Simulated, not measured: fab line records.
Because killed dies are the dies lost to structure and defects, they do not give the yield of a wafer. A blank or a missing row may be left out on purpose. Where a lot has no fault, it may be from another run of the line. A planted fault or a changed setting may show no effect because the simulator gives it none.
Struck lot and sound lot, side by side / flow sky130 / 16 steps out of a route of 708
Sound: wafers L834.1, L834.5, L834.6. Wafers L831.1, L831.2, L831.3 were the ones struck. The cause is given at the end.
Order at every step that has rows: each side's tool, ch and its chambers, its first start. Under that, the readings that differ: sound wafers / struck wafers / difference of the means / sigmas: that difference in standard deviations of wafers without a fault.
alike: readings with means less than 2 such deviations apart, plus words and numbers identical on both sides. not compared: withheld readings, readings lacking a value on some wafer, bounds such as >300 that could conceal the same value, and numbers that have no deviation in the record and whose values overlap.
A row with sigmas, a row that says differs or no value, or rows on one side alone: a step with any of these is where the two part. When numbers do not overlap yet have no deviation, they are printed without sigmas and do not part them. Lack of a reading on every wafer of one side parts them only where that side has two or more wafers.

first, 1 step without rows for these wafers: SKY_VT_ADJUST_NCORE_DEVELOP_06 (develop time 60 s).
SKY_VT_ADJUST_NCORE_CD_MEAS_07: target cd 380 nm.
  sound on cd-sem-01, day 13 01:41; struck on cd-sem-01, day 12 05:02
  alike: cd-nm
SKY_VT_ADJUST_NCORE_OVL_MEAS_08:
  sound on overlay-01, day 13 01:48; struck on overlay-01, day 12 05:09
  alike: VT_ADJUST_NCORE_OVL
then, 1 step without rows for these wafers: SKY_VT_ADJUST_NCORE_IMPLANT_09.
SKY_VT_ADJUST_NCORE_STRIP_10: strips in O2/N2.
  sound on plasma-asher-03 ch 0,1, day 13 01:59; struck on plasma-asher-01 ch 0,1, day 12 05:20
  alike: drypump-motor-current-A, oes-product-au, strip-time-to-endpoint-s
  not compared: rf-hours-counter-h
SKY_VT_ADJUST_NCORE_TW_MEAS_11:
  sound on film-metro-03, day 13 02:05; struck on film-metro-01, day 12 05:26
reading=VT_ADJUST_NCORE_TW; sound=222.2 221.2 221.6; struck=218.4 217.7 218.3; difference=-3.5; sigmas=-3
then, 6 steps without rows for these wafers: SKY_VT_ADJUST_HVTR_DEHYDRATE_00 (time 60 s); SKY_VT_ADJUST_HVTR_HMDS_01 (prime time 60 s); SKY_VT_ADJUST_HVTR_COAT_02 (resist thk 1140 nm); SKY_VT_ADJUST_HVTR_SOFTBAKE_03 (time 60 s); SKY_VT_ADJUST_HVTR_EXPOSE_04 (exposes mask HVTRM, target cd 380 nm); SKY_VT_ADJUST_HVTR_PEB_05.
SKY_VT_ADJUST_HVTR_DEVELOP_06: develop time 60 s.
  sound on litho-track-04 ch 0, day 14 02:59; struck on litho-track-03 ch 0, day 13 05:53
  alike: developer-temp-C
SKY_VT_ADJUST_HVTR_CD_MEAS_07: target cd 380 nm.
  sound on cd-sem-02, day 14 03:08; struck on cd-sem-01, day 13 06:19
reading=cd-nm (nm); sound=379.7 378.5 379.2; struck=394.6 396.3 395.7; difference=+16.4; sigmas=+6
  not compared: hold
SKY_VT_ADJUST_HVTR_OVL_MEAS_08:
  sound on overlay-01, day 14 03:15; struck on overlay-01, day 13 09:07
reading=hold; sound=- - -; struck=await-dispo/2.7h/release await-dispo/2.7h/release await-dispo/2.7h/release; difference=no value on the sound wafers; sigmas=
  alike: VT_ADJUST_HVTR_OVL
-- record jumps: 36 days separate the struck wafers' starts on either side; left off in module VT_ADJUST_HVTR, taken up again in module PAD_OPEN, whose first shown step is the route's number 708 --
SKY_PAD_OPEN_PROBE_99:
  the record has rows for the struck wafers here (prober-01, day 49 01:19) and none for the sound ones

WHERE THEY PART
First at SKY_VT_ADJUST_NCORE_TW_MEAS_11; last, within this record, at SKY_PAD_OPEN_PROBE_99.

WHY: what had been put in by the simulator
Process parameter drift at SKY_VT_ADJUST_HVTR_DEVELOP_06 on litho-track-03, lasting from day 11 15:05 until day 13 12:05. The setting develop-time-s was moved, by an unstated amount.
